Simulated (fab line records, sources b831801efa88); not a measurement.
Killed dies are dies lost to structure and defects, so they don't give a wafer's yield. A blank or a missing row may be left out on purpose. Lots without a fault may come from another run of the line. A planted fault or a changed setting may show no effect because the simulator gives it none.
Which tool did it? | flow sky130 | 13 lots, 38 wafers sampled, at 3 steps of a route of 708

WHAT THE GAUGES READ, wafer by wafer
SKY_LDD_LDN_OVL_MEAS_07. Usual: LDD_LDN_OVL 0.3 nm, standard deviation 1.3.
lot  | measured     | on         | LDD_LDN_OVL (nm) | flag
L577 | day 23 06:28 | overlay-01 | 0.2 -0.7 -0.2    |
L578 | day 23 09:19 | overlay-01 | 0.0 -0.7 1.3     |
L579 | day 24 00:37 | overlay-01 | 1.3 0.8 -1.2     |
L580 | day 24 13:46 | overlay-01 | 0.8 0.2 -0.9     |
L581 | day 24 15:49 | overlay-02 | 2.4 1.6 1.7      |
L582 | day 25 00:31 | overlay-01 | -1.1 -2.1 -2.2   |
L583 | day 25 11:52 | overlay-02 | 0.2 -0.2 0.0     |
L590 | day 28 01:10 | overlay-02 | 1.6 1.4 0.5      |
L591 | day 28 09:22 | overlay-02 | 2.4 2.3          |
L594 | day 29 05:55 | overlay-01 | -0.3 -1.1 -1.6   |
L595 | day 29 14:01 | overlay-01 | -0.1 -0.1 1.1    |
L596 | day 30 00:16 | overlay-02 | -0.6 1.6 0.9     |
L597 | day 30 23:55 | overlay-02 | -0.1 0.4 0.9     |

SKY_SPACER_THK_MEAS_01. Usual: SPACER_CVD_00_THK 43.0 nm, standard deviation 0.36.
lot  | measured     | on            | SPACER_CVD_00_THK (nm) | flag
L577 | day 23 08:32 | film_metro-02 | 42.5 42.9 42.9         |
L578 | day 23 11:23 | film_metro-01 | 43.4 43.2 43.1         |
L579 | day 24 02:41 | film_metro-03 | 43.3 42.9 43.0         |
L580 | day 24 16:59 | film_metro-03 | 42.9 42.8 42.8         |
L581 | day 24 18:12 | film_metro-03 | 42.3 42.8 43.0         |
L582 | day 25 02:34 | film_metro-03 | 42.9 43.5 43.2         |
L583 | day 25 14:31 | film_metro-03 | 42.8 42.9 43.0         |
L590 | day 28 04:31 | film_metro-03 | 43.0 43.3 42.9         |
L591 | day 28 11:41 | film_metro-02 | 43.3 43.1              |
L594 | day 29 08:42 | film_metro-02 | 43.3 43.0 43.4         |
L595 | day 29 17:00 | film_metro-02 | 42.8 43.0 42.7         |
L596 | day 30 02:25 | film_metro-01 | 43.5 43.5 43.0         |
L597 | day 31 02:44 | film_metro-01 | 42.7 42.9 42.8         |

SKY_POLY_CUT_CD_MEAS_08: target cd 270 nm. Usual: cd_nm 270.0 nm, standard deviation 1.2.
lot  | measured     | on        | cd_nm (nm)        | flag
L577 | day 24 14:20 | cd_sem-02 | 269.9 270.8 269.3 |
L578 | day 24 17:06 | cd_sem-01 | 268.9 269.2 268.3 |
L579 | day 25 09:16 | cd_sem-02 | 269.3 269.7 270.1 |
L580 | day 25 22:38 | cd_sem-02 | 269.5 269.8 271.4 |
L581 | day 25 23:50 | cd_sem-01 | 270.6 270.3 272.3 |
L582 | day 26 07:34 | cd_sem-01 | 271.0 270.6 269.8 |
L583 | day 26 18:52 | cd_sem-01 | 268.6 268.8 268.3 |
L590 | day 29 09:32 | cd_sem-02 | 270.1 270.3 268.9 |
L591 | day 29 15:15 | cd_sem-02 | 270.8 271.6       |
L594 | day 30 13:04 | cd_sem-01 | 269.4 268.9 269.3 |
L595 | day 30 20:40 | cd_sem-02 | 270.3 270.0 270.4 |
L596 | day 31 05:27 | cd_sem-02 | 268.6 271.5 270.1 |
L597 | day 32 06:07 | cd_sem-01 | 266.7 267.7 267.0 |

WHICH TOOL RAN EACH LOT (tool, then ch and the chambers of the sampled wafers, then the start)
The record holds no process step before these readings.

WHAT THE TOOLS THEMSELVES READ (means of the sampled wafers that have a number; where no wafer has one, the mark that the record gives instead)
The record holds no such reading with a usual standard deviation.

THE ANSWER, worked out from the rows above alone
Rule: a lot is off if the mean of its wafers that have a number lies more than 3 standard deviations from the usual mean. A lot without any number at a reading at which 4 lots or more have one is off too. The other lots that the step has rows for count as sound. The gauges are gone through in route order, then the tools' own readings, and for those a lot's mean is taken as printed above. The first step at which some lot is off is used, and at that step the reading that is off furthest; a lot without a number counts as furthest.
No lot is off at any reading shown: from this, nothing can be told.

WHAT THE SIMULATOR HAD PUT IN
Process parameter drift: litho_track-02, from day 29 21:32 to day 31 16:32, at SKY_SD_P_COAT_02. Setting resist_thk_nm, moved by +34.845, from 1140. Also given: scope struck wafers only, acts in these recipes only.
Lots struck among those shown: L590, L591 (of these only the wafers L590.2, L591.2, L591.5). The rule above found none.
